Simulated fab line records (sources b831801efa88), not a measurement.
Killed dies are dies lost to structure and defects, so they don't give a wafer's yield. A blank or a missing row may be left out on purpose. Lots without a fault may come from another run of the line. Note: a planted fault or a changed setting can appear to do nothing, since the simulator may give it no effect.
Which tool is to blame? + flow gf180mcu + 37 wafers from 13 lots sampled at 4 of the route's 602 steps

WHAT THE GAUGES READ, wafer by wafer
GF_PSD_OVL_MEAS_08.
| lot  | measured     | on         | PSD_OVL (nm)   |
|------|--------------|------------|----------------|
| L339 | day 14 07:50 | overlay-01 | 0.7 -0.9 0.1   |
| L340 | day 14 15:31 | overlay-01 | 0.3 0.0 0.9    |
| L343 | day 15 18:36 | overlay-01 | 1.4 -0.4 0.7   |
| L345 | day 16 09:34 | overlay-02 | 0.9 0.3 0.0    |
| L346 | day 16 17:59 | overlay-02 | 0.2 -0.9 0.6   |
| L347 | day 17 01:19 | overlay-02 | 0.4 -0.7 -0.5  |
| L353 | day 19 02:50 | overlay-01 | 1.3 0.3        |
| L354 | day 20 03:28 | overlay-02 | -1.2 0.9 1.7   |
| L355 | day 20 04:34 | overlay-01 | 2.8 0.6        |
| L356 | day 20 19:50 | overlay-02 | 0.0 0.4 -0.7   |
| L357 | day 20 20:36 | overlay-02 | 0.5 0.0 0.4    |
| L358 | day 21 13:19 | overlay-02 | -0.9 -0.4 -0.3 |
| L362 | day 22 16:25 | overlay-01 | 2.4 2.7 3.0    |

GF_CONTACT_OVL_MEAS_15.
| lot  | measured     | on         | CONTACT_OVL (nm) |
|------|--------------|------------|------------------|
| L339 | day 16 03:53 | overlay-01 | 4 -3 -9          |
| L340 | day 16 11:23 | overlay-01 | 1 -1 3           |
| L343 | day 17 19:20 | overlay-01 | -2 -11 -5        |
| L345 | day 18 07:47 | overlay-01 | 4 0 -1           |
| L346 | day 18 17:46 | overlay-02 | -3 0 -3          |
| L347 | day 19 00:40 | overlay-01 | 1 6 -2           |
| L353 | day 21 04:49 | overlay-01 | -6 -6            |
| L354 | day 22 04:38 | overlay-01 | -3 4 9           |
| L355 | day 22 06:22 | overlay-01 | 1 -10            |
| L356 | day 22 21:11 | overlay-01 | 8 10 3           |
| L357 | day 22 22:58 | overlay-01 | 15 10 11         |
| L358 | day 23 14:14 | overlay-01 | -3 -5 -3         |
| L362 | day 24 14:52 | overlay-01 | -7 8 1           |

WHICH TOOL RAN EACH LOT (tool, then ch and the chambers of the sampled wafers, then the start)
| lot  | GF_STI_ETCH_13                   | GF_STI_STRIP_15                    |
|------|----------------------------------|------------------------------------|
| L339 | rieDiel-04 ch 0,2,3, day 2 01:41 | plasmaAsher-02 ch 0,1, day 2 01:50 |
| L340 | rieDiel-01 ch 0,1, day 2 07:23   | plasmaAsher-01 ch 0,1, day 2 07:34 |
| L343 | rieDiel-04 ch 0,2,3, day 2 21:46 | plasmaAsher-04 ch 0,1, day 2 21:55 |
| L345 | rieDiel-04 ch 0,2,3, day 3 08:10 | plasmaAsher-01 ch 0,1, day 3 08:22 |
| L346 | rieDiel-01 ch 0,1,3, day 3 14:25 | plasmaAsher-01 ch 0,1, day 3 14:34 |
| L347 | rieDiel-02 ch 1,2, day 3 20:28   | plasmaAsher-04 ch 0,1, day 3 20:37 |
| L353 | rieDiel-04 ch 0,3, day 5 01:50   | plasmaAsher-04 ch 0,1, day 5 02:02 |
| L354 | rieDiel-04 ch 0,3, day 5 07:01   | plasmaAsher-04 ch 0,1, day 5 07:13 |
| L355 | rieDiel-04 ch 0,3, day 5 12:07   | plasmaAsher-01 ch 0,1, day 5 12:17 |
| L356 | rieDiel-01 ch 1,3, day 5 17:41   | plasmaAsher-02 ch 1, day 5 17:50   |
| L357 | rieDiel-02 ch 0,1, day 6 00:52   | plasmaAsher-01 ch 0,1, day 6 01:01 |
| L358 | rieDiel-02 ch 0,2,3, day 6 04:01 | plasmaAsher-02 ch 0,1, day 6 04:10 |
| L362 | rieDiel-01 ch 0,2,3, day 6 23:47 | plasmaAsher-01 ch 0,1, day 6 23:56 |
- GF_STI_ETCH_13: etches the open film in CHF3/O2, stops on Si, target depth 282.31 nm, time 112.9 s.
- GF_STI_STRIP_15: strips in O2/N2.

WHAT THE TOOLS THEMSELVES READ (means of the sampled wafers that have a number; where no wafer has one, the mark that the record gives instead)
GF_STI_ETCH_13.
| lot  | tool       | drypumpMotorCurrentA (A) | oesProductAu (a.u.) | throttleValvePct (%) |
|------|------------|--------------------------|---------------------|----------------------|
| L339 | rieDiel-04 | 5.7                      | 0.828               | 8.806                |
| L340 | rieDiel-01 | 5.2                      | 0.829               | 8.820                |
| L343 | rieDiel-04 | 5.7                      | 0.841               | 8.816                |
| L345 | rieDiel-04 | 5.7                      | 0.837               | 8.802                |
| L346 | rieDiel-01 | 5.6                      | 0.835               | 8.809                |
| L347 | rieDiel-02 | 5.3                      | 0.832               | 8.812                |
| L353 | rieDiel-04 | 5.8                      | 0.784               | 8.808                |
| L354 | rieDiel-04 | 5.9                      | 0.785               | 8.801                |
| L355 | rieDiel-04 | 5.8                      | 0.795               | 8.797                |
| L356 | rieDiel-01 | 5.4                      | 0.825               | 8.812                |
| L357 | rieDiel-02 | 5.4                      | 0.841               | 8.803                |
| L358 | rieDiel-02 | 5.4                      | 0.829               | 8.801                |
| L362 | rieDiel-01 | 6.1                      | 0.831               | 8.815                |

GF_STI_STRIP_15.
| lot  | tool           | drypumpMotorCurrentA (A) | heaterPowerW (W) | oesProductAu (a.u.) | stripTimeToEndpointS (s) |
|------|----------------|--------------------------|------------------|---------------------|--------------------------|
| L339 | plasmaAsher-02 | 6.18                     | 331              | 0.383               | 3.71                     |
| L340 | plasmaAsher-01 | 5.65                     | 320              | 0.385               | 3.75                     |
| L343 | plasmaAsher-04 | 5.97                     | 341              | 0.384               | 3.72                     |
| L345 | plasmaAsher-01 | 5.56                     | 342              | 0.380               | 3.68                     |
| L346 | plasmaAsher-01 | 5.55                     | 341              | 0.377               | 3.75                     |
| L347 | plasmaAsher-04 | 6.09                     | 323              | 0.389               | 3.74                     |
| L353 | plasmaAsher-04 | 6.03                     | 336              | 0.374               | 3.50                     |
| L354 | plasmaAsher-04 | 6.08                     | 330              | 0.367               | 3.39                     |
| L355 | plasmaAsher-01 | 5.59                     | 331              | 0.371               | 3.44                     |
| L356 | plasmaAsher-02 | 6.15                     | 328              | 0.388               | 3.73                     |
| L357 | plasmaAsher-01 | 5.54                     | 347              | 0.378               | 3.69                     |
| L358 | plasmaAsher-02 | 6.17                     | 326              | 0.382               | 3.73                     |
| L362 | plasmaAsher-01 | 5.71                     | 323              | 0.383               | 3.73                     |

THE ANSWER, worked out from the rows above alone
Rule: what is usual is taken from the lots themselves. The widest of any qualifying gaps counts: lots, ordered by their means at a reading, are off when they make up no more than a third of the lots, leave a main group of 4 or more, and stand apart from it by 3 or more times the standard deviation of that group's means. A main group is skipped when, at the precision printed for the reading in the tables above, its means are all equal. Also off: a lot with no number at a reading for which 4 or more lots have one. All remaining lots with rows at the step are treated as sound. First the gauges in route order, then the tools' own readings, where a lot's mean is used as printed above. The first step at which some lot is off is used, and at that step the reading that is off furthest; a lot without a number counts as furthest.
Off: L353, L354, L355, at GF_STI_ETCH_13 (oesProductAu). For the main group the mean is 0.833 a.u. and the standard deviation 0.0052.
A tool fits if, at that step or a process step before it, it ran every lot that is off, and no sound lot after the first of them. One candidate fits, namely rieDiel-04 at GF_STI_ETCH_13. Its last sound lot is L345 (day 3 08:10), its first lot that is off L353 (day 5 01:50): a fault that began between those two fits.
The tool's own readings at GF_STI_ETCH_13 bear it out: on the lots that are off they differ by more than 5 times the standard deviation of the sound lots' means. oesProductAu reads 0.788 a.u. there against 0.833 a.u. on the sound lots.

WHAT THE SIMULATOR PUT IN
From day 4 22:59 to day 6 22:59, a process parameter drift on rieDiel-04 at GF_STI_ETCH_13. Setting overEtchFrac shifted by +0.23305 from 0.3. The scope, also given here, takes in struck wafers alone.
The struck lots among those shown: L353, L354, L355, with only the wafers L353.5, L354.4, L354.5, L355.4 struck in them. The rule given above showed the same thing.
